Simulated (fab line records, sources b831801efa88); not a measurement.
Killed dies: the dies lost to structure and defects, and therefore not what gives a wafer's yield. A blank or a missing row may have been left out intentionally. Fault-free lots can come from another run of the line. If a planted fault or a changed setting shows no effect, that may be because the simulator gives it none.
Shared-tool check :: flow sky130 :: Sampled: 14 lots, 42 wafers

== REASON IT WAS OPENED ==
SKY_GATE_OXIDE_THK_MEAS_02, reading GATE_OXIDE_OXIDATION_00_THK: flagged on 2 of 14 lots. No-fault wafers: 10.25 nm, standard deviation 0.18.
Rule: flag the lot when none of its wafers has a number, or when each of its wafers that has one lies beyond 4 standard deviations from that mean. The other lots count as sound.

lot: L464
measured: day 12 22:34
on: film metro-04
GATE_OXIDE_OXIDATION_00_THK (nm), wafer by wafer: 10.52 10.68 10.56
flag: 

lot: L466
measured: day 13 12:07
on: film metro-01
GATE_OXIDE_OXIDATION_00_THK (nm), wafer by wafer: 10.44 10.42 10.38
flag: 

lot: L467
measured: day 13 19:51
on: film metro-04
GATE_OXIDE_OXIDATION_00_THK (nm), wafer by wafer: 10.62 10.44 10.48
flag: 

lot: L468
measured: day 14 02:06
on: film metro-01
GATE_OXIDE_OXIDATION_00_THK (nm), wafer by wafer: 10.19 10.11 10.17
flag: 

lot: L469
measured: day 14 10:58
on: film metro-04
GATE_OXIDE_OXIDATION_00_THK (nm), wafer by wafer: 10.28 10.34 10.23
flag: 

lot: L471
measured: day 15 08:47
on: film metro-02
GATE_OXIDE_OXIDATION_00_THK (nm), wafer by wafer: 10.31 10.34 10.33
flag: 

lot: L473
measured: day 16 00:25
on: film metro-01
GATE_OXIDE_OXIDATION_00_THK (nm), wafer by wafer: 10.09 10.16 10.12
flag: 

lot: L477
measured: day 17 01:32
on: film metro-04
GATE_OXIDE_OXIDATION_00_THK (nm), wafer by wafer: 10.26 10.24 10.02
flag: 

lot: L480
measured: day 18 12:55
on: film metro-01
GATE_OXIDE_OXIDATION_00_THK (nm), wafer by wafer: 10.53 10.48 10.29
flag: 

lot: L481
measured: day 18 12:55
on: film metro-04
GATE_OXIDE_OXIDATION_00_THK (nm), wafer by wafer: 10.09 10.05 10.13
flag: 

lot: L482
measured: day 18 18:20
on: film metro-04
GATE_OXIDE_OXIDATION_00_THK (nm), wafer by wafer: 12.66 12.84 12.68
flag: FLAGGED

lot: L483
measured: day 19 03:09
on: film metro-01
GATE_OXIDE_OXIDATION_00_THK (nm), wafer by wafer: 9.97 10.09 10.12
flag: 

lot: L484
measured: day 19 12:25
on: film metro-04
GATE_OXIDE_OXIDATION_00_THK (nm), wafer by wafer: 12.47 12.45 12.53
flag: FLAGGED

lot: L487
measured: day 20 17:34
on: film metro-01
GATE_OXIDE_OXIDATION_00_THK (nm), wafer by wafer: 10.36 10.15 10.46
flag: 
On average the flagged lots' numbers are 12.61 nm, which is +2.36 nm against the usual, or +13 standard deviations.

== LOT BY LOT: THE TOOL USED ==
The record keeps 1 process step preceding the reading, out of 708 steps on the route. Read each cell as the tool, then ch plus the chambers that the sampled wafers visited, then the start.
lot: L464
flag: 
SKY_GATE_OXIDE_OXIDATION_01: furnace-02 ch 0, day 12 21:10

lot: L466
flag: 
SKY_GATE_OXIDE_OXIDATION_01: furnace-02 ch 0, day 13 10:42

lot: L467
flag: 
SKY_GATE_OXIDE_OXIDATION_01: furnace-02 ch 0, day 13 18:26

lot: L468
flag: 
SKY_GATE_OXIDE_OXIDATION_01: furnace-01 ch 0, day 14 00:40

lot: L469
flag: 
SKY_GATE_OXIDE_OXIDATION_01: furnace-02 ch 0, day 14 09:33

lot: L471
flag: 
SKY_GATE_OXIDE_OXIDATION_01: furnace-01 ch 0, day 15 07:22

lot: L473
flag: 
SKY_GATE_OXIDE_OXIDATION_01: furnace-02 ch 0, day 15 22:59

lot: L477
flag: 
SKY_GATE_OXIDE_OXIDATION_01: furnace-01 ch 0, day 17 00:07

lot: L480
flag: 
SKY_GATE_OXIDE_OXIDATION_01: furnace-02 ch 0, day 18 11:31

lot: L481
flag: 
SKY_GATE_OXIDE_OXIDATION_01: furnace-02 ch 0, day 18 11:31

lot: L482
flag: FLAGGED
SKY_GATE_OXIDE_OXIDATION_01: furnace-01 ch 0, day 18 16:54

lot: L483
flag: 
SKY_GATE_OXIDE_OXIDATION_01: furnace-02 ch 0, day 19 01:44

lot: L484
flag: FLAGGED
SKY_GATE_OXIDE_OXIDATION_01: furnace-01 ch 0, day 19 11:01

lot: L487
flag: 
SKY_GATE_OXIDE_OXIDATION_01: furnace-02 ch 0, day 20 16:09
What the steps here do:
- SKY_GATE_OXIDE_OXIDATION_01: stabilise 600 s, purge 300 s, target thk 10.268 nm.
- SKY_GATE_OXIDE_THK_MEAS_02

== FLAGGED AGAINST TOTAL, ONE TOOL AT A TIME (gauges that did the reading follow at the end) ==
step: SKY_GATE_OXIDE_OXIDATION_01
tool: furnace-01
lots run: 5
flagged: 2
share of the flagged lots: all
sound lots run after its first flagged lot: 0

step: SKY_GATE_OXIDE_OXIDATION_01
tool: furnace-02
lots run: 9
flagged: 0
share of the flagged lots: none
sound lots run after its first flagged lot: -

step: SKY_GATE_OXIDE_THK_MEAS_02
tool: film metro-01
lots run: 6
flagged: 0
share of the flagged lots: none
sound lots run after its first flagged lot: -

step: SKY_GATE_OXIDE_THK_MEAS_02
tool: film metro-02
lots run: 1
flagged: 0
share of the flagged lots: none
sound lots run after its first flagged lot: -

step: SKY_GATE_OXIDE_THK_MEAS_02
tool: film metro-04
lots run: 7
flagged: 2
share of the flagged lots: all
sound lots run after its first flagged lot: 0

== WHAT IS ALLOWED BY THE TABLE ==
Rows of the table that ran all the flagged lots, 2 in number: furnace-01 at SKY_GATE_OXIDE_OXIDATION_01; film metro-04 at SKY_GATE_OXIDE_THK_MEAS_02.
- furnace-01 at SKY_GATE_OXIDE_OXIDATION_01: 2 of its 5 lots flagged. A fault beginning between L477 (day 17 00:07), its last sound lot, and L482 (day 18 16:54), its first flagged one, fits the data.
- film metro-04 at SKY_GATE_OXIDE_THK_MEAS_02: 2 of its 7 lots flagged. A fault beginning between L481 (day 18 12:55), its last sound lot, and L482 (day 18 18:20), its first flagged one, fits the data.
These 2 tools cannot be told apart by counting lots, since each of them fits a fault that started at some hour. More lots, or a look at what each step does to the wafer, might.

== WHAT WAS PUT IN BY THE SIMULATOR ==
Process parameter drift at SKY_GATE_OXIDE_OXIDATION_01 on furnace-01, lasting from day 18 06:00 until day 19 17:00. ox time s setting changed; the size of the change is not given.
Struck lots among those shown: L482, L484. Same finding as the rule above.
